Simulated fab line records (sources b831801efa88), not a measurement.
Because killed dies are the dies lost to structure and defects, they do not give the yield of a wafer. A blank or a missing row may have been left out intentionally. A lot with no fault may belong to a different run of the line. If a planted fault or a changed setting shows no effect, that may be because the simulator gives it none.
Split-lot experiment	flow sfq-line	on a route of 325 steps: 5 lots, 23 wafers read

ABOUT THE SPLIT
At SFQ_TRILAYER_JJ_CE_LITHO_PEB_117 (peb time 60 s), the setting peb-temp-c was moved away from the recipe's 115 C on 6 of the 23 wafers read, by -3.0% to +1.6%. The other wafers ran this setting at the recipe's value.

SPLIT TO READING: what lies between them in the file, 1 step
- SFQ_TRILAYER_JJ_CE_LITHO_DEVELOP_116: time 60 s

THE READING
cd-nm, in nm, at SFQ_TRILAYER_JJ_CE_METRO_MEASURE_117. Fault-free wafers of this fab line usually give 700.3 nm, standard deviation 1.4 nm.

wafer	tool, chamber at the split	peb-temp-c as run, C	against the recipe	cd-nm, nm	against lot-mates on the recipe
L074.1	litho-track-01, 0	115	recipe	697.4	-
L074.2	litho-track-01, 0	115	recipe	697.8	-
L074.3	litho-track-01, 0	116	+0.9%	679.7	-17.8
L074.4	litho-track-01, 0	116	+0.9%	680.7	-16.8
L074.5	litho-track-01, 0	115	recipe	697.3	-
L077.1	litho-track-03, 0	115	recipe	700.6	-
L077.4	litho-track-03, 0	115	recipe	701.6	-
L077.5	litho-track-03, 0	115	recipe	701.4	-
L082.1	litho-track-04, 0	111.5	-3.0%	776.0	+74.2
L082.2	litho-track-04, 0	115	recipe	702.0	-
L082.3	litho-track-04, 0	115	recipe	701.5	-
L082.4	litho-track-04, 0	111.5	-3.0%	775.2	+73.4
L082.5	litho-track-04, 0	115	recipe	702.0	-
L084.1	litho-track-04, 0	115	recipe	699.2	-
L084.3	litho-track-04, 0	115	recipe	698.0	-
L084.4	litho-track-04, 0	115	recipe	700.5	-
L084.5	litho-track-04, 0	116.8	+1.6%	669.2	-30.0
L084.6	litho-track-04, 0	116.8	+1.6%	669.0	-30.2
L085.1	litho-track-04, 0	115	recipe	698.7	-
L085.2	litho-track-04, 0	115	recipe	698.9	-
L085.3	litho-track-04, 0	115	recipe	699.3	-
L085.4	litho-track-04, 0	115	recipe	697.4	-
L085.6	litho-track-04, 0	115	recipe	699.6	-

FIT RESULTS
A straight line over all 23 wafers: cd-nm changes by -23.7 nm for each +1% of peb-temp-c; r = -0.99; the points scatter about the line by 2.6 nm.
The same after taking each lot's own level away (the mean of its wafers on the recipe; 23 wafers): -22.9 nm for each +1%; r = -1.00; scatter 2.1 nm.
The reading moves by 70 nm for the largest change in peb-temp-c, on that fit.
The span of the lots' own levels, 697.50 to 701.83 nm, comes to 3.1 times the standard deviation stated above.
Consequently the slope shifts little with the lot-to-lot level, the two slopes agreeing.
Check: with one of the wafers moved furthest among these (-3.0%) left out of the fit, the line predicts +68.7 nm for it against its lot-mates. It came out at +74.2 nm against them.

OTHER SPLITS APPLIED TO THESE WAFERS
Before the reading, these wafers also passed through other splits. Each is held against what the fit with the lots' levels taken away leaves over:
other split on the same wafers	wafers away from the commonest value	r with cd-nm (lot level and that fit taken away)
SFQ_TRILAYER_I4_VIA_LITHO_EXPOSE_104 dose-mj	6	+0.55
SFQ_TRILAYER_JJ_TRILAYER_DEP_SPUTTER_110 time-s	7	+0.40
SFQ_TRILAYER_JJ_TRILAYER_DEP_SPUTTER_112 power-w	8	+0.21

THE WHOLE CHAIN: every reading that the file lists as answering this split, in the file's order
step	what it does	reading	change (the file's fit)	r (the file's)
SFQ_TRILAYER_JJ_CE_METRO_MEASURE_117		cd-nm	-23 nm for each +1% of the setting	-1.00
SFQ_TRILAYER_JJ_CE_BARC_OPEN_RIE_150	chemistry O2, target BARC, target depth 240 nm, time 80 s	JJ.cd-nm (the simulator's own value, which no gauge read)	-23.1 nm for each +1% of the setting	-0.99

FILE'S OWN FIT
cd-nm changes by -23 nm for each +1% of peb-temp-c, r = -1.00.
